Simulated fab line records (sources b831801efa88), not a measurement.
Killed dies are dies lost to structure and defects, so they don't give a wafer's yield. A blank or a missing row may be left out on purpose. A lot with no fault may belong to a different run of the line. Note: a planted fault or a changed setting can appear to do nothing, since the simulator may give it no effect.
Code-filled problem report in 8D (eight disciplines) form :: flow sky130 :: the parts of the form that need people (team, actions taken, sign-off) are left out

## 1. THE ISSUE
Wafers free of any fault read 0.228 ohm/sq (standard deviation 0.0051) for VIA4_W_RS at SKY_VIA4_RS_MEAS_19, against a mean of 0.204 ohm/sq on 4 wafers of 2 lots. Measured from the usual mean, that is -4.7 standard deviations.
The step: measures by four-point-probe.
First observed at day 45 11:41: wafer L528.3, on film_metro-01. The record holds 30 wafers of 10 lots with a number at this step. The rule behind "out" and "out of limits": a value lying over 4 standard deviations away from the usual mean. All remaining wafers that have a number are taken as sound.

## 2. WHAT IT IS, AND WHAT IT ISN'T
question: which readings at this step
is: VIA4_W_RS
is not: -

question: which lots
is: L528, L531
is not: L520, L521, L523, L524, L525, L526, L532, L536

question: which wafers of those lots
is: L528.3, L528.5, L531.2, L531.3
is not: L528.6, L531.1

question: read on which gauges
is: film_metro-01, film_metro-03
is not: film_metro-04

question: when
is: from day 45 11:41
is not: up to then (19 sound wafers); but 7 sound wafers of L531, L532, L536 came after

## 3. SUSPECTS, AND WHAT RULES EACH OUT
Counting: a tool at a process step up to the reading stays a suspect if it ran every lot that is out. Sound lots after the first of them don't rule it out here, since some wafers of a struck lot are sound.
- the gauge at SKY_VIA4_RS_MEAS_19 is ruled out. Those wafers that are out were read across 2 gauges (film_metro-01, film_metro-03).
- plasma_asher-02 at SKY_CAP2M_STRIP_14 (strips in O2/N2): kept. It processed each lot that is out (first: L528, day 43 12:59); up to then, its last sound lot is L524 (day 42 12:52).
- rie_metal-03 at SKY_METAL4_DESCUM_15 (chemistry O2, time 8 s): kept. It processed each lot that is out (first: L528, day 44 12:00); up to then, its last sound lot is L525 (day 44 00:58).
- cvd_w-01 at SKY_VIA4_CVD_18 (deposits W, target thk 505 nm, time 152.14 s): kept. It processed each lot that is out (first: L528, day 45 11:33); up to then, its last sound lot is L525 (day 45 00:27). Its own susceptor_temp_C readings are out on those wafers.
- Within cvd_w-01 at SKY_VIA4_CVD_18: the wafers that are out ran in chamber 0; their sound lot-mates ran in chamber 1.
Still standing after the count: plasma_asher-02 at SKY_CAP2M_STRIP_14, rie_metal-03 at SKY_METAL4_DESCUM_15, cvd_w-01 at SKY_VIA4_CVD_18.

## 4. THE CAUSE (what the simulator had put in)
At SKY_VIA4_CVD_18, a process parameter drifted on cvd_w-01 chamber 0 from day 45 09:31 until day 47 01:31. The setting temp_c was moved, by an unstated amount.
After counting, 3 suspects remain, this tool included.

## 5. THE CHAIN OF EFFECTS, in route order
Each row: a reading whose mean over the struck wafers that have a number lies more than 3 standard deviations from the usual. Readings are gone through only where the record gives a usual standard deviation; hours: the median, over the lots, of the time from a lot's start at the first step in this table giving one to that lot's start at this step; sigmas: the change measured in usual standard deviations.
hours: 0
step: SKY_VIA4_CVD_18
reading: susceptor_temp_C
usual: 400.03 C
on struck wafers: 406.15
change: +6.12
sigmas: +27

hours: 0
step: SKY_VIA4_RS_MEAS_19
reading: VIA4_W_RS
usual: 0.228 ohm/sq
on struck wafers: 0.204
change: -0.024
sigmas: -4.7

hours: 0
step: SKY_VIA4_THK_MEAS_20
reading: VIA4_W_THK
usual: 497 nm
on struck wafers: 556
change: +58
sigmas: +4.5
Process steps it contains:
- SKY_VIA4_CVD_18: deposits W, target thk 505 nm, time 152.14 s.

## 6. WHAT WOULD HAVE CAUGHT IT SOONER
2 hours passed between the start of the fault at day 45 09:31 and the first reading out of limits at a measuring or inspecting step in this record, taken at day 45 11:41.
The tool's own readings at SKY_VIA4_CVD_18 were out on every struck wafer that the step has a row for (susceptor_temp_C): an alarm limit on them would have fired on the first of those.
Among the 2 lots that are out, L531 began SKY_VIA4_CVD_18 on cvd_w-01 after day 45 11:41. Holding the tool at that time would have saved it.
